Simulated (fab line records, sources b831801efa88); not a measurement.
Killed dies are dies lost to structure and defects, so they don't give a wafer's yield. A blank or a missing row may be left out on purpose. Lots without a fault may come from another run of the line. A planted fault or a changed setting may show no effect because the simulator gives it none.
One fault seen from 2 desks | flow sky130 | each desk has only its own numbers; what lay behind them comes last

THE METROLOGY DESK
What the gauges read, lot by lot, whatever tool the lot ran on: means of the sampled wafers that have a number. A lot is out of limits, marked OUT, if its mean lies more than 4 standard deviations from the usual mean; the brackets give that distance.
Columns: A = SONOS_ONO_CVD_04_THK at SKY_SONOS_ONO_THK_MEAS_05, usual 5.68 nm; B = POLY_GATE_OVL at SKY_POLY_GATE_OVL_MEAS_14, usual -1 nm; C = LDD_N_TW at SKY_LDD_N_TW_MEAS_17, usual 2580
lot  | first seen here | A    | B   | C
L398 | day 12 04:25    | 5.77 | -3  | 2596
L400 | day 12 08:38    | 5.80 | -10 | 2579
L401 | day 12 08:38    | 5.53 | 1   | 2583
L403 | day 13 01:47    | 5.65 | -1  | 2581
L405 | day 14 01:34    | 5.52 | 0   | 2589
L407 | day 15 02:07    | 5.76 | -2  | 2561
L408 | day 15 02:07    | 5.76 | 2   | 2571
L409 | day 15 12:55    | 5.90 | -2  | 2580
L410 | day 15 19:50    | 5.61 | -4  | 2594
L413 | day 16 10:51    | 5.86 | -6  | 2589
L418 | day 18 05:13    | 5.80 | -4  | 2585
L420 | day 18 23:49    | 5.54 | 8   | 2578
L421 | day 19 04:19    | 5.53 | -1  | 2569
This desk's finding: nothing out of limits on any of the 13 lots.

THE TOOL OWNER'S DESK: rie_diel-04
The tool's own readings at SKY_FIELD_ISO_ETCH_14 (etches BARC in N2/H2, stops on SiO2, time 45.9 s, target depth 60 nm): means of the sampled wafers that have a number, for each lot that ran on this tool. A lot is out of limits, marked OUT, if its mean lies more than 4 standard deviations from the usual mean; the brackets give that distance.
Columns: A = bias_w at SKY_FIELD_ISO_ETCH_14, usual 100.0 W; B = drypump_motor_current_A at SKY_FIELD_ISO_ETCH_14, usual 5.7 A; C = oes_product_au at SKY_FIELD_ISO_ETCH_14, usual 0.854 a.u.; D = throttle_valve_pct at SKY_FIELD_ISO_ETCH_14, usual 13.224 %
lot  | first seen here | A              | B   | C     | D
L400 | day 2 18:04     | 99.6           | 5.9 | 0.859 | 13.226
L405 | day 3 16:39     | 100.0          | 6.3 | 0.852 | 13.226
L409 | day 4 17:11     | 100.0          | 5.9 | 0.851 | 13.224
L418 | day 6 12:52     | 83.5 (-52) OUT | 5.5 | 0.854 | 13.234
L420 | day 6 22:53     | 91.9 (-25) OUT | 5.6 | 0.852 | 13.225
This desk's finding: out of limits on L418, L420; first on L418, day 6 12:52 (bias_w at SKY_FIELD_ISO_ETCH_14). In limits: L400, L405, L409.

PUT TOGETHER
The tool owner's desk could have raised an alarm at day 6 12:52, on L418, L420.
The metrology desk saw nothing out of limits.
The metrology desk has L418, L420 on record, within its limits.
Of the lots named, all ran SKY_FIELD_ISO_ETCH_14 on rie_diel-04.

WHAT THE SIMULATOR HAD PUT IN
Process parameter drift: rie_diel-04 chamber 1, from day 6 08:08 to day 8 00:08, at SKY_FIELD_ISO_ETCH_14. Setting bias_w, moved by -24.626, from 100. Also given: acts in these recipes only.
Lots struck among those shown: L418, L420.
Hours from the fault's start to each desk's first reading out of limits: the tool owner's desk, 5.
